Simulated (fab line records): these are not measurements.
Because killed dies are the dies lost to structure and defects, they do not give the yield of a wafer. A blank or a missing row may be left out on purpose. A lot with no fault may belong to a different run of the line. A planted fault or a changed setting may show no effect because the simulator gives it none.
fab line records || flow sky130 || part 2 of 2: steps 25 to 34 of 34
record: {"lots": 5, "wafers": 15, "last_day": 50}
route steps=708 shown METAL1@435 VIA1@458
lots that met no fault: from a run of the same line without faults
start_h: start of the lot's first displayed wafer, in hours after the record's first day || wait_h: how many hours have passed since the lot's step before this one || " the same as in the row above || L1.1+2: a single row standing in for several wafers || - no value present, or no start provided || * or withheld: withheld || < > ~ a bound
route shown NAME@n: names a module that has steps shown in the file, with the first one's number in the route || usual: mean and standard deviation over wafers with no fault || same: alike in all rows || chamber/n: place in a boat || sites: each site's reading || _std_site: the values' standard deviation || _edge_site: mean of outer sites minus mean of inner sites || radius_mm: for every site, how far away it sits from the centre of the wafer || mask NAME#n: copy n || behind: the last tool/chamber to shape the wafer || hold: why the lot went on hold/how many hours it stayed there/how the hold came to an end || device: the n, p or np transistor that did not switch || end of line: tests of these same wafers at the route's end || for a step that has no rows: nothing shown but its recipe || killed: not the wafer's yield, but the dies lost to structure and defects at the first sort || map: a wafer's dies, x killed, . not, _ none there
set.NAME: the setting as run; set.NAME@STEP: as run at that earlier step || model.NAME: the simulator's own value behind a step, which no gauge read
a table for each step, a row for each wafer; lots at some steps of the route
services: when a tool's chamber went out of use (start_h, in hours from the record's first day, below 0 if earlier), for how many hours, and the reason
== steps ==
step: SKY_VIA1_THK_MEAS_01
recipe: {"reads": "SiO2_of_VIA1_HDPCVD_00"}
usual: {"VIA1_HDPCVD_THK": "1030/9.2"}
{"lot.wafer": "L076.1", "tool": "film_metro-03", "chamber": "-", "start_h": 792.94, "wait_h": 0.1, "VIA1_HDPCVD_THK[nm]": 1016}
{"lot.wafer": "L076.3", "tool": "film_metro-03", "chamber": "-", "start_h": 792.94, "wait_h": 0.1, "VIA1_HDPCVD_THK[nm]": 1027}
{"lot.wafer": "L076.6", "tool": "film_metro-03", "chamber": "-", "start_h": 792.94, "wait_h": 0.1, "VIA1_HDPCVD_THK[nm]": 1032}
{"lot.wafer": "L083.2", "tool": "film_metro-04", "chamber": "-", "start_h": 855.36, "wait_h": 0.1, "VIA1_HDPCVD_THK[nm]": 1043}
{"lot.wafer": "L083.3", "tool": "film_metro-04", "chamber": "-", "start_h": 855.36, "wait_h": 0.1, "VIA1_HDPCVD_THK[nm]": 1039}
{"lot.wafer": "L083.4", "tool": "film_metro-04", "chamber": "-", "start_h": 855.36, "wait_h": 0.1, "VIA1_HDPCVD_THK[nm]": 1023}
{"lot.wafer": "L085.2", "tool": "film_metro-01", "chamber": "-", "start_h": 867.06, "wait_h": 0.1, "VIA1_HDPCVD_THK[nm]": 1031}
{"lot.wafer": "L085.3", "tool": "film_metro-01", "chamber": "-", "start_h": 867.06, "wait_h": 0.1, "VIA1_HDPCVD_THK[nm]": 1035}
{"lot.wafer": "L085.5", "tool": "film_metro-01", "chamber": "-", "start_h": 867.06, "wait_h": 0.1, "VIA1_HDPCVD_THK[nm]": 1036}
{"lot.wafer": "L092.3", "tool": "film_metro-03", "chamber": "-", "start_h": 910.77, "wait_h": 0.1, "VIA1_HDPCVD_THK[nm]": 1039}
{"lot.wafer": "L092.5", "tool": "film_metro-03", "chamber": "-", "start_h": 910.77, "wait_h": 0.1, "VIA1_HDPCVD_THK[nm]": 1044}
{"lot.wafer": "L092.6", "tool": "film_metro-03", "chamber": "-", "start_h": 910.77, "wait_h": 0.1, "VIA1_HDPCVD_THK[nm]": 1044}
{"lot.wafer": "L097.1", "tool": "film_metro-04", "chamber": "-", "start_h": 938.47, "wait_h": 0.1, "VIA1_HDPCVD_THK[nm]": 1030}
{"lot.wafer": "L097.5", "tool": "film_metro-04", "chamber": "-", "start_h": 938.47, "wait_h": 0.1, "VIA1_HDPCVD_THK[nm]": 1015}
{"lot.wafer": "L097.6", "tool": "film_metro-04", "chamber": "-", "start_h": 938.47, "wait_h": 0.1, "VIA1_HDPCVD_THK[nm]": 1024}
step: SKY_VIA1_CMP_02
recipe: {"material": "SiO2", "down_force_psi": 4, "platen_rpm": 60, "pad_velocity_m_s": 0.94248}
usual: {"edge_zone_pressure_frac": "1.000/0.0056", "motor_current_A": "12.2/1.7"}
{"lot.wafer": "L076.1", "tool": "cmp-01", "chamber": 1, "start_h": 793.05, "wait_h": 0.1, "edge_zone_pressure_frac": 0.998, "motor_current_A": 11.1}
{"lot.wafer": "L076.3", "tool": "cmp-01", "chamber": 3, "start_h": 793.05, "wait_h": 0.1, "edge_zone_pressure_frac": 1.000, "motor_current_A": 10.2}
{"lot.wafer": "L076.6", "tool": "cmp-01", "chamber": 0, "start_h": 793.05, "wait_h": 0.1, "edge_zone_pressure_frac": 1.002, "motor_current_A": 12.2}
{"lot.wafer": "L083.3", "tool": "cmp-02", "chamber": 3, "start_h": 855.41, "wait_h": 0.0, "edge_zone_pressure_frac": 1.004, "motor_current_A": 13.8}
{"lot.wafer": "L083.4", "tool": "cmp-02", "chamber": 0, "start_h": 855.41, "wait_h": 0.0, "edge_zone_pressure_frac": 1.001, "motor_current_A": 12.0}
{"lot.wafer": "L083.2", "tool": "cmp-02", "chamber": 2, "start_h": 855.41, "wait_h": 0.0, "edge_zone_pressure_frac": 1.002, "motor_current_A": 16.1}
{"lot.wafer": "L085.2", "tool": "cmp-01", "chamber": 3, "start_h": 867.17, "wait_h": 0.1, "edge_zone_pressure_frac": 1.003, "motor_current_A": 9.4}
{"lot.wafer": "L085.3", "tool": "cmp-01", "chamber": 1, "start_h": 867.17, "wait_h": 0.1, "edge_zone_pressure_frac": 1.007, "motor_current_A": 11.5}
{"lot.wafer": "L085.5", "tool": "cmp-01", "chamber": 3, "start_h": 867.17, "wait_h": 0.1, "edge_zone_pressure_frac": 0.994, "motor_current_A": 9.4}
{"lot.wafer": "L092.3", "tool": "cmp-01", "chamber": 0, "start_h": 910.92, "wait_h": 0.1, "edge_zone_pressure_frac": 1.000, "motor_current_A": 13.6}
{"lot.wafer": "L092.6", "tool": "cmp-01", "chamber": 2, "start_h": 910.92, "wait_h": 0.1, "edge_zone_pressure_frac": 1.000, "motor_current_A": 12.6}
{"lot.wafer": "L092.5", "tool": "cmp-01", "chamber": 3, "start_h": 910.92, "wait_h": 0.1, "edge_zone_pressure_frac": 0.989, "motor_current_A": 9.9}
{"lot.wafer": "L097.1", "tool": "cmp-01", "chamber": 3, "start_h": 938.58, "wait_h": 0.1, "edge_zone_pressure_frac": 0.995, "motor_current_A": 9.5}
{"lot.wafer": "L097.6", "tool": "cmp-01", "chamber": 2, "start_h": 938.58, "wait_h": 0.1, "edge_zone_pressure_frac": 0.990, "motor_current_A": 13.3}
{"lot.wafer": "L097.5", "tool": "cmp-01", "chamber": 3, "start_h": 938.58, "wait_h": 0.1, "edge_zone_pressure_frac": 1.002, "motor_current_A": 9.7}
step: SKY_VIA1_BOW_MEAS_03
recipe: {"mode": "bow"}
usual: {"VIA1_BOW": "80/6.8"}
{"lot.wafer": "L076.1", "tool": "film_metro-03", "chamber": "-", "start_h": 793.30, "wait_h": 0.2, "VIA1_BOW[um]": 74}
{"lot.wafer": "L076.3", "tool": "film_metro-03", "chamber": "-", "start_h": 793.30, "wait_h": 0.2, "VIA1_BOW[um]": 76}
{"lot.wafer": "L076.6", "tool": "film_metro-03", "chamber": "-", "start_h": 793.30, "wait_h": 0.2, "VIA1_BOW[um]": 82}
{"lot.wafer": "L083.2", "tool": "film_metro-03", "chamber": "-", "start_h": 855.73, "wait_h": 0.1, "VIA1_BOW[um]": 82}
{"lot.wafer": "L083.3", "tool": "film_metro-03", "chamber": "-", "start_h": 855.73, "wait_h": 0.1, "VIA1_BOW[um]": 82}
{"lot.wafer": "L083.4", "tool": "film_metro-03", "chamber": "-", "start_h": 855.73, "wait_h": 0.1, "VIA1_BOW[um]": 82}
{"lot.wafer": "L085.2", "tool": "film_metro-04", "chamber": "-", "start_h": 867.46, "wait_h": 0.2, "VIA1_BOW[um]": 70}
{"lot.wafer": "L085.3", "tool": "film_metro-04", "chamber": "-", "start_h": 867.46, "wait_h": 0.2, "VIA1_BOW[um]": 75}
{"lot.wafer": "L085.5", "tool": "film_metro-04", "chamber": "-", "start_h": 867.46, "wait_h": 0.2, "VIA1_BOW[um]": 69}
{"lot.wafer": "L092.3", "tool": "film_metro-04", "chamber": "-", "start_h": 911.18, "wait_h": 0.2, "VIA1_BOW[um]": 82}
{"lot.wafer": "L092.5", "tool": "film_metro-04", "chamber": "-", "start_h": 911.18, "wait_h": 0.2, "VIA1_BOW[um]": 96}
{"lot.wafer": "L092.6", "tool": "film_metro-04", "chamber": "-", "start_h": 911.18, "wait_h": 0.2, "VIA1_BOW[um]": 67}
{"lot.wafer": "L097.1", "tool": "film_metro-01", "chamber": "-", "start_h": 938.83, "wait_h": 0.2, "VIA1_BOW[um]": 78}
{"lot.wafer": "L097.5", "tool": "film_metro-01", "chamber": "-", "start_h": 938.83, "wait_h": 0.2, "VIA1_BOW[um]": 70}
{"lot.wafer": "L097.6", "tool": "film_metro-01", "chamber": "-", "start_h": 938.83, "wait_h": 0.2, "VIA1_BOW[um]": 81}
step: SKY_VIA1_DEHYDRATE_04
recipe: {"temp_c": 200, "time_s": 60}
usual: {"chill_plate_temp_C": "22.98/0.1", "plate_temp_C": "200.03/0.16"}
same: {"time_s": 60}
{"lot.wafer": "L076.1", "tool": "litho_track-04", "chamber": 0, "start_h": 806.38, "wait_h": 13.1, "chill_plate_temp_C": 22.96, "plate_temp_C": 200.14}
{"lot.wafer": "L076.3", "tool": "litho_track-04", "chamber": 0, "start_h": 806.38, "wait_h": 13.1, "chill_plate_temp_C": 22.92, "plate_temp_C": 200.09}
{"lot.wafer": "L076.6", "tool": "litho_track-04", "chamber": 0, "start_h": 806.38, "wait_h": 13.1, "chill_plate_temp_C": 23.11, "plate_temp_C": 200.11}
{"lot.wafer": "L083.2", "tool": "litho_track-03", "chamber": 0, "start_h": 867.98, "wait_h": 12.2, "chill_plate_temp_C": 22.95, "plate_temp_C": 200.29}
{"lot.wafer": "L083.3", "tool": "litho_track-03", "chamber": 0, "start_h": 867.98, "wait_h": 12.2, "chill_plate_temp_C": 22.92, "plate_temp_C": 199.94}
{"lot.wafer": "L083.4", "tool": "litho_track-03", "chamber": 0, "start_h": 867.98, "wait_h": 12.2, "chill_plate_temp_C": 22.93, "plate_temp_C": 200.17}
{"lot.wafer": "L085.2", "tool": "litho_track-03", "chamber": 0, "start_h": 879.58, "wait_h": 12.1, "chill_plate_temp_C": 22.80, "plate_temp_C": 199.74}
{"lot.wafer": "L085.3", "tool": "litho_track-03", "chamber": 0, "start_h": 879.58, "wait_h": 12.1, "chill_plate_temp_C": 22.89, "plate_temp_C": 199.93}
{"lot.wafer": "L085.5", "tool": "litho_track-03", "chamber": 0, "start_h": 879.58, "wait_h": 12.1, "chill_plate_temp_C": 22.91, "plate_temp_C": 200.09}
{"lot.wafer": "L092.3", "tool": "litho_track-02", "chamber": 0, "start_h": 922.58, "wait_h": 11.4, "chill_plate_temp_C": 22.78, "plate_temp_C": 199.98}
{"lot.wafer": "L092.5", "tool": "litho_track-02", "chamber": 0, "start_h": 922.58, "wait_h": 11.4, "chill_plate_temp_C": 23.06, "plate_temp_C": 199.91}
{"lot.wafer": "L092.6", "tool": "litho_track-02", "chamber": 0, "start_h": 922.58, "wait_h": 11.4, "chill_plate_temp_C": 23.01, "plate_temp_C": 199.69}
{"lot.wafer": "L097.1", "tool": "litho_track-04", "chamber": 0, "start_h": 950.68, "wait_h": 11.8, "chill_plate_temp_C": 23.04, "plate_temp_C": 200.12}
{"lot.wafer": "L097.5", "tool": "litho_track-04", "chamber": 0, "start_h": 950.68, "wait_h": 11.8, "chill_plate_temp_C": 22.99, "plate_temp_C": 200.20}
{"lot.wafer": "L097.6", "tool": "litho_track-04", "chamber": 0, "start_h": 950.68, "wait_h": 11.8, "chill_plate_temp_C": 22.99, "plate_temp_C": 199.99}
step: SKY_VIA1_HMDS_05
recipe: {"prime_time_s": 60, "prime_temp_c": 120}
usual: {"chill_plate_temp_C": "23.01/0.1"}
{"lot.wafer": "L076.1", "tool": "litho_track-04", "chamber": 0, "start_h": 806.53, "wait_h": 0.1, "chill_plate_temp_C": 23.10}
{"lot.wafer": "L076.3", "tool": "litho_track-04", "chamber": 0, "start_h": 806.53, "wait_h": 0.1, "chill_plate_temp_C": 23.05}
{"lot.wafer": "L076.6", "tool": "litho_track-04", "chamber": 0, "start_h": 806.53, "wait_h": 0.1, "chill_plate_temp_C": 23.04}
{"lot.wafer": "L083.2", "tool": "litho_track-03", "chamber": 0, "start_h": 868.13, "wait_h": 0.1, "chill_plate_temp_C": 22.97}
{"lot.wafer": "L083.3", "tool": "litho_track-03", "chamber": 0, "start_h": 868.13, "wait_h": 0.1, "chill_plate_temp_C": 22.94}
{"lot.wafer": "L083.4", "tool": "litho_track-03", "chamber": 0, "start_h": 868.13, "wait_h": 0.1, "chill_plate_temp_C": 22.79}
{"lot.wafer": "L085.2", "tool": "litho_track-03", "chamber": 0, "start_h": 879.73, "wait_h": 0.1, "chill_plate_temp_C": 22.96}
{"lot.wafer": "L085.3", "tool": "litho_track-03", "chamber": 0, "start_h": 879.73, "wait_h": 0.1, "chill_plate_temp_C": 22.89}
{"lot.wafer": "L085.5", "tool": "litho_track-03", "chamber": 0, "start_h": 879.73, "wait_h": 0.1, "chill_plate_temp_C": 22.88}
{"lot.wafer": "L092.3", "tool": "litho_track-02", "chamber": 0, "start_h": 922.73, "wait_h": 0.1, "chill_plate_temp_C": 22.89}
{"lot.wafer": "L092.5", "tool": "litho_track-02", "chamber": 0, "start_h": 922.73, "wait_h": 0.1, "chill_plate_temp_C": 23.08}
{"lot.wafer": "L092.6", "tool": "litho_track-02", "chamber": 0, "start_h": 922.73, "wait_h": 0.1, "chill_plate_temp_C": 23.11}
{"lot.wafer": "L097.1", "tool": "litho_track-04", "chamber": 0, "start_h": 950.83, "wait_h": 0.1, "chill_plate_temp_C": 22.95}
{"lot.wafer": "L097.5", "tool": "litho_track-04", "chamber": 0, "start_h": 950.83, "wait_h": 0.1, "chill_plate_temp_C": 22.82}
{"lot.wafer": "L097.6", "tool": "litho_track-04", "chamber": 0, "start_h": 950.83, "wait_h": 0.1, "chill_plate_temp_C": 22.77}
step: SKY_VIA1_COAT_06
recipe: {"resist": "BARC", "temp_c": "withheld", "time_s": "withheld", "spin_rpm": 3000, "resist_thk_nm": 60}
usual: {"chill_plate_temp_C": "*"}
{"lot.wafer": "L076.1", "tool": "litho_track-04", "chamber": 0, "start_h": 806.68, "wait_h": 0.1, "chill_plate_temp_C": "*"}
{"lot.wafer": "L076.3", "tool": "litho_track-04", "chamber": 0, "start_h": 806.68, "wait_h": 0.1, "chill_plate_temp_C": "*"}
{"lot.wafer": "L076.6", "tool": "litho_track-04", "chamber": 0, "start_h": 806.68, "wait_h": 0.1, "chill_plate_temp_C": "*"}
{"lot.wafer": "L083.2", "tool": "litho_track-03", "chamber": 0, "start_h": 868.28, "wait_h": 0.1, "chill_plate_temp_C": "*"}
{"lot.wafer": "L083.3", "tool": "litho_track-03", "chamber": 0, "start_h": 868.28, "wait_h": 0.1, "chill_plate_temp_C": "*"}
{"lot.wafer": "L083.4", "tool": "litho_track-03", "chamber": 0, "start_h": 868.28, "wait_h": 0.1, "chill_plate_temp_C": "*"}
{"lot.wafer": "L085.2", "tool": "litho_track-03", "chamber": 0, "start_h": 879.88, "wait_h": 0.1, "chill_plate_temp_C": "*"}
{"lot.wafer": "L085.3", "tool": "litho_track-03", "chamber": 0, "start_h": 879.88, "wait_h": 0.1, "chill_plate_temp_C": "*"}
{"lot.wafer": "L085.5", "tool": "litho_track-03", "chamber": 0, "start_h": 879.88, "wait_h": 0.1, "chill_plate_temp_C": "*"}
{"lot.wafer": "L092.3", "tool": "litho_track-02", "chamber": 0, "start_h": 922.88, "wait_h": 0.1, "chill_plate_temp_C": "*"}
{"lot.wafer": "L092.5", "tool": "litho_track-02", "chamber": 0, "start_h": 922.88, "wait_h": 0.1, "chill_plate_temp_C": "*"}
{"lot.wafer": "L092.6", "tool": "litho_track-02", "chamber": 0, "start_h": 922.88, "wait_h": 0.1, "chill_plate_temp_C": "*"}
{"lot.wafer": "L097.1", "tool": "litho_track-04", "chamber": 0, "start_h": 950.98, "wait_h": 0.1, "chill_plate_temp_C": "*"}
{"lot.wafer": "L097.5", "tool": "litho_track-04", "chamber": 0, "start_h": 950.98, "wait_h": 0.1, "chill_plate_temp_C": "*"}
{"lot.wafer": "L097.6", "tool": "litho_track-04", "chamber": 0, "start_h": 950.98, "wait_h": 0.1, "chill_plate_temp_C": "*"}
step: SKY_VIA1_COAT_07
recipe: {"resist": "KrF-thick", "spin_rpm": 3000, "resist_thk_nm": 450}
usual: {"chill_plate_temp_C": "23.00/0.11"}
{"lot.wafer": "L076.1", "tool": "litho_track-04", "chamber": 0, "start_h": "-", "wait_h": "-", "chill_plate_temp_C": 22.76}
{"lot.wafer": "L076.3", "tool": "litho_track-04", "chamber": 0, "start_h": "-", "wait_h": "-", "chill_plate_temp_C": 22.89}
{"lot.wafer": "L076.6", "tool": "litho_track-04", "chamber": 0, "start_h": "-", "wait_h": "-", "chill_plate_temp_C": 23.00}
{"lot.wafer": "L083.2", "tool": "litho_track-03", "chamber": 0, "start_h": "-", "wait_h": "-", "chill_plate_temp_C": 23.00}
{"lot.wafer": "L083.3", "tool": "litho_track-03", "chamber": 0, "start_h": "-", "wait_h": "-", "chill_plate_temp_C": 23.09}
{"lot.wafer": "L083.4", "tool": "litho_track-03", "chamber": 0, "start_h": "-", "wait_h": "-", "chill_plate_temp_C": 23.12}
{"lot.wafer": "L085.2", "tool": "litho_track-03", "chamber": 0, "start_h": "-", "wait_h": "-", "chill_plate_temp_C": 23.10}
{"lot.wafer": "L085.3", "tool": "litho_track-03", "chamber": 0, "start_h": "-", "wait_h": "-", "chill_plate_temp_C": 23.04}
{"lot.wafer": "L085.5", "tool": "litho_track-03", "chamber": 0, "start_h": "-", "wait_h": "-", "chill_plate_temp_C": 23.16}
{"lot.wafer": "L092.3", "tool": "litho_track-02", "chamber": 0, "start_h": "-", "wait_h": "-", "chill_plate_temp_C": 22.87}
{"lot.wafer": "L092.5", "tool": "litho_track-02", "chamber": 0, "start_h": "-", "wait_h": "-", "chill_plate_temp_C": 23.08}
{"lot.wafer": "L092.6", "tool": "litho_track-02", "chamber": 0, "start_h": "-", "wait_h": "-", "chill_plate_temp_C": 22.97}
{"lot.wafer": "L097.1", "tool": "litho_track-04", "chamber": 0, "start_h": "-", "wait_h": "-", "chill_plate_temp_C": 22.95}
{"lot.wafer": "L097.5", "tool": "litho_track-04", "chamber": 0, "start_h": "-", "wait_h": "-", "chill_plate_temp_C": 23.16}
{"lot.wafer": "L097.6", "tool": "litho_track-04", "chamber": 0, "start_h": "-", "wait_h": "-", "chill_plate_temp_C": 23.00}
step: SKY_VIA1_SOFTBAKE_08
recipe: {"temp_c": 100, "time_s": 90, "resist": "KrF-thick"}
usual: {"chill_plate_temp_C": "22.99/0.12", "plate_temp_C": "100.00/0.11"}
same: {"time_s": 90}
{"lot.wafer": "L076.1", "tool": "litho_track-04", "chamber": 0, "start_h": "-", "wait_h": "-", "chill_plate_temp_C": 22.97, "plate_temp_C": 100.04}
{"lot.wafer": "L076.3", "tool": "litho_track-04", "chamber": 0, "start_h": "-", "wait_h": "-", "chill_plate_temp_C": 22.87, "plate_temp_C": 100.29}
{"lot.wafer": "L076.6", "tool": "litho_track-04", "chamber": 0, "start_h": "-", "wait_h": "-", "chill_plate_temp_C": 22.98, "plate_temp_C": 100.22}
{"lot.wafer": "L083.2", "tool": "litho_track-03", "chamber": 0, "start_h": "-", "wait_h": "-", "chill_plate_temp_C": 23.04, "plate_temp_C": 99.90}
{"lot.wafer": "L083.3", "tool": "litho_track-03", "chamber": 0, "start_h": "-", "wait_h": "-", "chill_plate_temp_C": 23.08, "plate_temp_C": 99.99}
{"lot.wafer": "L083.4", "tool": "litho_track-03", "chamber": 0, "start_h": "-", "wait_h": "-", "chill_plate_temp_C": 22.90, "plate_temp_C": 99.99}
{"lot.wafer": "L085.2", "tool": "litho_track-03", "chamber": 0, "start_h": "-", "wait_h": "-", "chill_plate_temp_C": 23.02, "plate_temp_C": 99.83}
{"lot.wafer": "L085.3", "tool": "litho_track-03", "chamber": 0, "start_h": "-", "wait_h": "-", "chill_plate_temp_C": 22.99, "plate_temp_C": 100.16}
{"lot.wafer": "L085.5", "tool": "litho_track-03", "chamber": 0, "start_h": "-", "wait_h": "-", "chill_plate_temp_C": 22.89, "plate_temp_C": 100.08}
{"lot.wafer": "L092.3", "tool": "litho_track-02", "chamber": 0, "start_h": "-", "wait_h": "-", "chill_plate_temp_C": 22.88, "plate_temp_C": 99.94}
{"lot.wafer": "L092.5", "tool": "litho_track-02", "chamber": 0, "start_h": "-", "wait_h": "-", "chill_plate_temp_C": 23.10, "plate_temp_C": 99.92}
{"lot.wafer": "L092.6", "tool": "litho_track-02", "chamber": 0, "start_h": "-", "wait_h": "-", "chill_plate_temp_C": 23.17, "plate_temp_C": 99.96}
{"lot.wafer": "L097.1", "tool": "litho_track-04", "chamber": 0, "start_h": "-", "wait_h": "-", "chill_plate_temp_C": 23.00, "plate_temp_C": 100.01}
{"lot.wafer": "L097.5", "tool": "litho_track-04", "chamber": 0, "start_h": "-", "wait_h": "-", "chill_plate_temp_C": 22.86, "plate_temp_C": 99.88}
{"lot.wafer": "L097.6", "tool": "litho_track-04", "chamber": 0, "start_h": "-", "wait_h": "-", "chill_plate_temp_C": 23.10, "plate_temp_C": 99.95}
step: SKY_VIA1_EXPOSE_09
recipe: {"mask_id": "VIM", "na": 0.8, "source_shape": "annular", "sigma_inner": 0.55, "sigma_outer": 0.85, "target_cd_nm": 150, "dose_mj": 38}
{"lot.wafer": "L076.1+3+6", "tool": "krf_scanner-02", "chamber": 0, "start_h": "-", "wait_h": "-", "mask": "VIM#0"}
{"lot.wafer": "L083.2+3+4", "tool": "krf_scanner-01", "chamber": 0, "start_h": "-", "wait_h": "-", "mask": "VIM#0"}
{"lot.wafer": "L085.2+3+5", "tool": "krf_scanner-01", "chamber": 0, "start_h": "-", "wait_h": "-", "mask": "VIM#0"}
{"lot.wafer": "L092.3+5+6", "tool": "krf_scanner-02", "chamber": 0, "start_h": "-", "wait_h": "-", "mask": "VIM#0"}
{"lot.wafer": "L097.1+5+6", "tool": "krf_scanner-02", "chamber": 0, "start_h": "-", "wait_h": "-", "mask": "VIM#0"}
step: SKY_VIA1_PEB_10
recipe: {"peb_temp_c": "withheld", "peb_time_s": "withheld", "resist": "KrF-thick"}
usual: {"chill_plate_temp_C": "*"}
{"lot.wafer": "L076.1", "tool": "litho_track-04", "chamber": 0, "start_h": "-", "wait_h": "-", "chill_plate_temp_C": "*"}
{"lot.wafer": "L076.3", "tool": "litho_track-04", "chamber": 0, "start_h": "-", "wait_h": "-", "chill_plate_temp_C": "*"}
{"lot.wafer": "L076.6", "tool": "litho_track-04", "chamber": 0, "start_h": "-", "wait_h": "-", "chill_plate_temp_C": "*"}
{"lot.wafer": "L083.2", "tool": "litho_track-03", "chamber": 0, "start_h": "-", "wait_h": "-", "chill_plate_temp_C": "*"}
{"lot.wafer": "L083.3", "tool": "litho_track-03", "chamber": 0, "start_h": "-", "wait_h": "-", "chill_plate_temp_C": "*"}
{"lot.wafer": "L083.4", "tool": "litho_track-03", "chamber": 0, "start_h": "-", "wait_h": "-", "chill_plate_temp_C": "*"}
{"lot.wafer": "L085.2", "tool": "litho_track-03", "chamber": 0, "start_h": "-", "wait_h": "-", "chill_plate_temp_C": "*"}
{"lot.wafer": "L085.3", "tool": "litho_track-03", "chamber": 0, "start_h": "-", "wait_h": "-", "chill_plate_temp_C": "*"}
{"lot.wafer": "L085.5", "tool": "litho_track-03", "chamber": 0, "start_h": "-", "wait_h": "-", "chill_plate_temp_C": "*"}
{"lot.wafer": "L092.3", "tool": "litho_track-04", "chamber": 0, "start_h": "-", "wait_h": "-", "chill_plate_temp_C": "*"}
{"lot.wafer": "L092.5", "tool": "litho_track-04", "chamber": 0, "start_h": "-", "wait_h": "-", "chill_plate_temp_C": "*"}
{"lot.wafer": "L092.6", "tool": "litho_track-04", "chamber": 0, "start_h": "-", "wait_h": "-", "chill_plate_temp_C": "*"}
{"lot.wafer": "L097.1", "tool": "litho_track-03", "chamber": 0, "start_h": "-", "wait_h": "-", "chill_plate_temp_C": "*"}
{"lot.wafer": "L097.5", "tool": "litho_track-03", "chamber": 0, "start_h": "-", "wait_h": "-", "chill_plate_temp_C": "*"}
{"lot.wafer": "L097.6", "tool": "litho_track-03", "chamber": 0, "start_h": "-", "wait_h": "-", "chill_plate_temp_C": "*"}
== services ==
{"tool": "cmp-01", "chamber": "-", "start_h": 744.09, "hours": 4.0, "kind": "pm"}
{"tool": "krf_scanner-02", "chamber": "-", "start_h": 762.17, "hours": 4.0, "kind": "pm"}
{"tool": "pvd_sputter-03", "chamber": "-", "start_h": 763.70, "hours": 1.2, "kind": "repair"}
{"tool": "krf_scanner-02", "chamber": "-", "start_h": 766.19, "hours": 1.0, "kind": "pm"}
{"tool": "krf_scanner-02", "chamber": "-", "start_h": 773.34, "hours": 7.2, "kind": "pm"}
{"tool": "rie_metal-03", "chamber": "-", "start_h": 797.70, "hours": 2.8, "kind": "pm"}
{"tool": "krf_scanner-01", "chamber": "-", "start_h": 806.86, "hours": 1.0, "kind": "pm"}
{"tool": "krf_scanner-02", "chamber": "-", "start_h": 813.80, "hours": 0.9, "kind": "repair"}
{"tool": "krf_scanner-02", "chamber": "-", "start_h": 816.63, "hours": 0.8, "kind": "pm"}
{"tool": "krf_scanner-01", "chamber": "-", "start_h": 817.91, "hours": 4.0, "kind": "pm"}
{"tool": "krf_scanner-02", "chamber": "-", "start_h": 818.41, "hours": 2.2, "kind": "repair"}
{"tool": "krf_scanner-02", "chamber": "-", "start_h": 828.42, "hours": 0.8, "kind": "pm"}
{"tool": "rie_metal-01", "chamber": 1, "start_h": 830.82, "hours": 42.2, "kind": "repair"}
{"tool": "krf_scanner-01", "chamber": "-", "start_h": 839.11, "hours": 0.8, "kind": "pm"}
{"tool": "hdpcvd-01", "chamber": 1, "start_h": 842.03, "hours": 5.4, "kind": "repair"}
{"tool": "krf_scanner-02", "chamber": "-", "start_h": 847.82, "hours": 0.5, "kind": "repair"}
{"tool": "krf_scanner-02", "chamber": "-", "start_h": 866.21, "hours": 1.7, "kind": "repair"}
{"tool": "cmp-01", "chamber": "-", "start_h": 877.91, "hours": 5.3, "kind": "repair"}
{"tool": "krf_scanner-01", "chamber": "-", "start_h": 899.96, "hours": 1.3, "kind": "pm"}
{"tool": "krf_scanner-02", "chamber": "-", "start_h": 901.28, "hours": 1.3, "kind": "pm"}
{"tool": "rie_metal-01", "chamber": 1, "start_h": 902.56, "hours": 12.2, "kind": "repair"}
{"tool": "krf_scanner-02", "chamber": "-", "start_h": 933.45, "hours": 1.0, "kind": "pm"}
{"tool": "pvd_sputter-02", "chamber": "-", "start_h": 941.62, "hours": 1.5, "kind": "repair"}
{"tool": "hdpcvd-01", "chamber": "-", "start_h": 950.25, "hours": 15.0, "kind": "pm"}
